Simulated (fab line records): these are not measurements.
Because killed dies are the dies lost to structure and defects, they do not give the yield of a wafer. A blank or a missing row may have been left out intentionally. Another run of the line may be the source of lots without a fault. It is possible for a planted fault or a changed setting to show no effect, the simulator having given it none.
Split-lot study / flow gf180mcu / 23 wafers read from 5 lots, route of 602 steps

ABOUT THE SPLIT
At GF_M2_SPUTTER_04 (material TiN, target thk 50 nm, time 41.7 s), the setting timeS was moved away from the recipe's 41.7 s on 5 of the 23 wafers read, by -11.8% to +12.4%. This setting was run at the recipe's value on the other wafers.

The reading is taken at the split's own step.

THE READING
TiN_of_M2_SPUTTER_04.thkNm (the simulator's own value, which no gauge read), in nm, at GF_M2_SPUTTER_04 (material TiN, target thk 50 nm, time 41.7 s). The file gives no usual value for it. Here, 18 wafers ran the recipe; their average is 50.16 nm with a standard deviation of 0.38 nm.

wafer=L076.1; tool, chamber at the split=pvdSputter-02, -; timeS as run, s=41.7; against the recipe=recipe; TiN_of_M2_SPUTTER_04.thkNm, nm=50.35; against lot-mates on the recipe=-
wafer=L076.4; tool, chamber at the split=pvdSputter-02, -; timeS as run, s=41.7; against the recipe=recipe; TiN_of_M2_SPUTTER_04.thkNm, nm=50.88; against lot-mates on the recipe=-
wafer=L076.5; tool, chamber at the split=pvdSputter-02, -; timeS as run, s=41.7; against the recipe=recipe; TiN_of_M2_SPUTTER_04.thkNm, nm=50.24; against lot-mates on the recipe=-
wafer=L077.1; tool, chamber at the split=pvdSputter-04, -; timeS as run, s=41.7; against the recipe=recipe; TiN_of_M2_SPUTTER_04.thkNm, nm=50.95; against lot-mates on the recipe=-
wafer=L077.2; tool, chamber at the split=pvdSputter-04, -; timeS as run, s=41.7; against the recipe=recipe; TiN_of_M2_SPUTTER_04.thkNm, nm=50.26; against lot-mates on the recipe=-
wafer=L077.3; tool, chamber at the split=pvdSputter-04, -; timeS as run, s=41.7; against the recipe=recipe; TiN_of_M2_SPUTTER_04.thkNm, nm=50.17; against lot-mates on the recipe=-
wafer=L077.5; tool, chamber at the split=pvdSputter-04, -; timeS as run, s=41.7; against the recipe=recipe; TiN_of_M2_SPUTTER_04.thkNm, nm=50.43; against lot-mates on the recipe=-
wafer=L077.6; tool, chamber at the split=pvdSputter-04, -; timeS as run, s=41.7; against the recipe=recipe; TiN_of_M2_SPUTTER_04.thkNm, nm=50.16; against lot-mates on the recipe=-
wafer=L081.1; tool, chamber at the split=pvdSputter-03, -; timeS as run, s=41.7; against the recipe=recipe; TiN_of_M2_SPUTTER_04.thkNm, nm=49.94; against lot-mates on the recipe=-
wafer=L081.2; tool, chamber at the split=pvdSputter-03, -; timeS as run, s=46.88; against the recipe=+12.4%; TiN_of_M2_SPUTTER_04.thkNm, nm=56.21; against lot-mates on the recipe=+6.30
wafer=L081.4; tool, chamber at the split=pvdSputter-03, -; timeS as run, s=41.7; against the recipe=recipe; TiN_of_M2_SPUTTER_04.thkNm, nm=49.69; against lot-mates on the recipe=-
wafer=L081.5; tool, chamber at the split=pvdSputter-03, -; timeS as run, s=41.7; against the recipe=recipe; TiN_of_M2_SPUTTER_04.thkNm, nm=50.11; against lot-mates on the recipe=-
wafer=L081.6; tool, chamber at the split=pvdSputter-03, -; timeS as run, s=46.88; against the recipe=+12.4%; TiN_of_M2_SPUTTER_04.thkNm, nm=55.95; against lot-mates on the recipe=+6.04
wafer=L082.1; tool, chamber at the split=pvdSputter-03, -; timeS as run, s=36.79; against the recipe=-11.8%; TiN_of_M2_SPUTTER_04.thkNm, nm=43.68; against lot-mates on the recipe=-6.27
wafer=L082.2; tool, chamber at the split=pvdSputter-03, -; timeS as run, s=41.7; against the recipe=recipe; TiN_of_M2_SPUTTER_04.thkNm, nm=49.6; against lot-mates on the recipe=-
wafer=L082.3; tool, chamber at the split=pvdSputter-03, -; timeS as run, s=41.7; against the recipe=recipe; TiN_of_M2_SPUTTER_04.thkNm, nm=50.3; against lot-mates on the recipe=-
wafer=L082.4; tool, chamber at the split=pvdSputter-03, -; timeS as run, s=36.79; against the recipe=-11.8%; TiN_of_M2_SPUTTER_04.thkNm, nm=43.93; against lot-mates on the recipe=-6.02
wafer=L082.5; tool, chamber at the split=pvdSputter-03, -; timeS as run, s=36.79; against the recipe=-11.8%; TiN_of_M2_SPUTTER_04.thkNm, nm=44.05; against lot-mates on the recipe=-5.90
wafer=L083.1; tool, chamber at the split=pvdSputter-02, -; timeS as run, s=41.7; against the recipe=recipe; TiN_of_M2_SPUTTER_04.thkNm, nm=49.39; against lot-mates on the recipe=-
wafer=L083.2; tool, chamber at the split=pvdSputter-02, -; timeS as run, s=41.7; against the recipe=recipe; TiN_of_M2_SPUTTER_04.thkNm, nm=50.13; against lot-mates on the recipe=-
wafer=L083.3; tool, chamber at the split=pvdSputter-02, -; timeS as run, s=41.7; against the recipe=recipe; TiN_of_M2_SPUTTER_04.thkNm, nm=50.01; against lot-mates on the recipe=-
wafer=L083.4; tool, chamber at the split=pvdSputter-02, -; timeS as run, s=41.7; against the recipe=recipe; TiN_of_M2_SPUTTER_04.thkNm, nm=50.27; against lot-mates on the recipe=-
wafer=L083.6; tool, chamber at the split=pvdSputter-02, -; timeS as run, s=41.7; against the recipe=recipe; TiN_of_M2_SPUTTER_04.thkNm, nm=49.98; against lot-mates on the recipe=-

FIT RESULTS
A straight line over all 23 wafers: TiN_of_M2_SPUTTER_04.thkNm changes by +0.508 nm for each +1% of timeS; r = +0.99; the points scatter about the line by 0.38 nm.
The same after taking each lot's own level away (the mean of its wafers on the recipe; 23 wafers): +0.507 nm for each +1%; r = +1.00; scatter 0.28 nm.
The reading moves by 6.3 nm for the largest change in timeS, on that fit.
Measured against the standard deviation above, the lots' own levels, which go from 49.913 to 50.490 nm, span 1.5 times it.
The two slopes are in agreement: the lot-to-lot level therefore moves the slope only a little.
Check: for one of the wafers moved furthest among these (+12.4%), held out of the fit, the line's prediction against its lot-mates is +6.26 nm. It came out at +6.3 nm against them.

OTHER SPLITS APPLIED TO THESE WAFERS
Other splits were also applied to these wafers ahead of the reading. Each is held against what the fit with the lots' levels taken away leaves over:
other split on the same wafers=GF_PSD_EXPOSE_04 doseMj; wafers away from the commonest value=6; r with TiN_of_M2_SPUTTER_04.thkNm (lot level and that fit taken away)=-0.27
other split on the same wafers=GF_SALICIDE_SPUTTER_03 timeS; wafers away from the commonest value=9; r with TiN_of_M2_SPUTTER_04.thkNm (lot level and that fit taken away)=+0.04
other split on the same wafers=GF_CONTACT_CMP_04 leaveAboveRefNm; wafers away from the commonest value=10; r with TiN_of_M2_SPUTTER_04.thkNm (lot level and that fit taken away)=+0.03
other split on the same wafers=GF_CONTACT_PEB_12 pebTempC; wafers away from the commonest value=11; r with TiN_of_M2_SPUTTER_04.thkNm (lot level and that fit taken away)=+0.10
other split on the same wafers=GF_M1_SPUTTER_04 powerW; wafers away from the commonest value=8; r with TiN_of_M2_SPUTTER_04.thkNm (lot level and that fit taken away)=+0.07
other split on the same wafers=GF_M1_PEB_12 pebTempC; wafers away from the commonest value=9; r with TiN_of_M2_SPUTTER_04.thkNm (lot level and that fit taken away)=+0.15

FILE'S OWN FIT
TiN_of_M2_SPUTTER_04.thkNm changes by +0.505 nm for each +1% of timeS, r = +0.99.
